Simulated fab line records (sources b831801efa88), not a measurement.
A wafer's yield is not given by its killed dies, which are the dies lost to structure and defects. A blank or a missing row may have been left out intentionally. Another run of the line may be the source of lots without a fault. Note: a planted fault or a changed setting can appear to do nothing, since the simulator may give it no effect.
Chamber matching    flow sfq line    SFQ_TRILAYER_I0_VIA_ETCH_VIA_ETCH_034 on rie diel-04: 4 sister chambers
The step etches SiO2 in CHF3, stops on Nb, target depth 260 nm. 7 wafers are shown with their chamber, then 7 later ones without.

WAFERS PAIRED WITH THEIR CHAMBERS
wafer   chamber  drypump motor current A (A)  oes product au (a.u.)
L616.1  1        5.9                          0.870
L617.1  3        5.4                          0.858
L617.5  1        5.9                          0.852
L618.3  0        5.0                          0.861
L618.6  2        4.9                          0.854
L620.1  2        5.0                          0.855
L620.3  0        5.0                          0.851

WAFERS MISSING THEIR CHAMBER
wafer   drypump motor current A (A)  oes product au (a.u.)
L620.5  5.5                          0.856
L632.2  5.9                          0.851
L632.4  5.0                          0.861
L632.6  5.5                          0.850
L634.3  5.5                          0.845
L634.5  4.9                          0.856
L634.6  5.9                          0.855

EACH ONE'S CHAMBER
wafer   from the rows above      in truth
L620.5  3                        3
L632.2  1                        1
L632.4  can't be placed: 0 or 2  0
L632.6  3                        3
L634.3  3                        3
L634.5  can't be placed: 2 or 0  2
L634.6  1                        1
Placed correctly: 5 of 7. Not placeable from these rows: 2 (in 2, the candidates include the true chamber). Placed wrongly: 0.
How it was worked out, from the rows above alone: a wafer's distance from a chamber is the root of the sum, over the readings, of the square of ((its reading less the chamber's mean) divided by the reading's scatter). If the next closest chamber is less than 2 further off than the closest, the wafer can't be placed; otherwise it belongs to the closest. The mean given for a chamber averages the wafers shown for that chamber. The scatter: the root of (the sum of the squares of (reading less its chamber's mean) over the shown wafers, divided by (wafers less chambers)).
